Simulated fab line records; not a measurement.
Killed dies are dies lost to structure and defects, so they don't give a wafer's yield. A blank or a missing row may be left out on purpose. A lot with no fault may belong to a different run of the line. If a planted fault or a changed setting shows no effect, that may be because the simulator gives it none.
A lot that was struck, set against a sound lot	flow sky130	15 out of 708 route steps
Sound: these wafers, L961.1, L961.2, L961.3. Wafers struck: L975.2, L975.3, L975.4. The cause is given at the end.
Order at every step that has rows: each side's tool, ch and its chambers, its first start. Under that, the readings that differ: sound wafers	struck wafers	difference of the means	sigmas: that difference in standard deviations of wafers without a fault.
alike: readings with means less than 2 such deviations apart, plus words and numbers identical on both sides. not compared: withheld readings, readings lacking a value on some wafer, bounds such as >300 that could conceal the same value, and numbers that have no deviation in the record and whose values overlap.
A row with sigmas, a row that says differs or no value, or rows on one side alone: a step with any of these is where the two part. Numbers that have no deviation but don't overlap get no sigmas and don't part them. Lack of a reading on every wafer of one side parts them only where that side has two or more wafers.

SKY_FIELD_ISO_ETCH_17: etches Si in HBr/Cl2/O2, target depth 342 nm, time 97.7 s.
  sound on rie_si-02 ch 2,3, day 2 07:20; struck on rie_si-01 ch 0,1,3, day 5 07:15
  alike: HBr_flow_sccm, O2_flow_sccm, bias_w, drypump_motor_current_A, oes_product_au, throttle_valve_pct
  not compared: rf_hours_counter_h
then, 5 steps without rows for these wafers: SKY_FIELD_ISO_WET_ETCH_18 (etches Si3N4 in H3PO4, target depth 25 nm, time 286 s); SKY_FIELD_ISO_CLEAN_19 (cleans in SC1/SC2, time 150 s); SKY_FIELD_ISO_CLEAN_20 (cleans in dHF, time 20 s); SKY_FIELD_ISO_WET_ETCH_21 (etches SiO2 in dHF, target depth 20 nm, time 400 s); SKY_FIELD_ISO_OXIDATION_22 (stabilise 600 s, purge 300 s, target thk 10 nm).
SKY_FIELD_ISO_THK_MEAS_23:
  sound on film_metro-02 at day 2 09:13; struck on film_metro-04 at day 5 09:58
  alike: FIELD_ISO_OXIDATION_01_THK
then, 1 step without rows for these wafers: SKY_FIELD_ISO_CVD_24 (deposits SiO2, target thk 595 nm, time 99.2 s).
SKY_FIELD_ISO_THK_MEAS_25:
  sound on film_metro-01 at day 2 09:21; struck on film_metro-02 at day 5 10:05
  alike: FIELD_ISO_CVD_24_THK
then, 1 step without rows for these wafers: SKY_FIELD_ISO_ANNEAL_26 (time 1800 s).
SKY_FIELD_ISO_CMP_27: polishes, stops on Si3N4, t overpolish 16 s, target thk 457.8 nm.
  sound on cmp-02 ch 0,1,2, day 2 10:55; struck on cmp-01 ch 0,1,2, day 5 11:38
  alike: motor_current_A, overpolish_run_s, time_to_endpoint_s
then, 1 step without rows for these wafers: SKY_FIELD_ISO_WET_ETCH_28 (etches SiO2 in dHF, target depth 23.7 nm, time 47 s).
SKY_FIELD_ISO_WET_ETCH_29: etches Si3N4 in H3PO4, target depth 160 nm, time 1825 s.
  sound on wet_bench-03 ch 0, day 2 11:16; struck on wet_bench-03 ch 1, day 5 11:58
  no value came back on the struck wafers for bath_guard_temp_C (C), bath_heat_duty_pct (%); on the sound wafers bath_guard_temp_C (C) reads 159.9 160.1 159.8
reading	sound	struck	difference	sigmas
model.Si3N4_of_FIELD_ISO_CVD_03.thk_nm (nm)	0 0 0	121.5 121.2 120.9	+121.2	
then, 1 step without rows for these wafers: SKY_FIELD_ISO_WET_ETCH_30 (etches SiO2 in dHF, target depth 25 nm, time 50 s).
-- here the record skips 44 days between the struck wafers' starts before and after, leaving off in module FIELD_ISO and picking up in module PAD_OPEN (first step shown: number 708 of the route) --
SKY_PAD_OPEN_PROBE_99:
  sound on prober-01 at day 45 17:43; struck on prober-02 at day 49 02:58
reading	sound	struck	difference	sigmas
killed_at_front_end	18 15 17	434 421 434	+413	+90
killed_dies	91 78 81	492 492 492	+409	+41
killed_on_rim	19 14 12	96 96 96	+81	+21
  alike: killed_at_M0_to_M3, killed_at_M4_up, killed_at_contacts, killed_at_other, killed_open, killed_short

## WHERE THEY PART
First at SKY_FIELD_ISO_WET_ETCH_29; last, within this record, at SKY_PAD_OPEN_PROBE_99.

WHY: what the simulator had put in
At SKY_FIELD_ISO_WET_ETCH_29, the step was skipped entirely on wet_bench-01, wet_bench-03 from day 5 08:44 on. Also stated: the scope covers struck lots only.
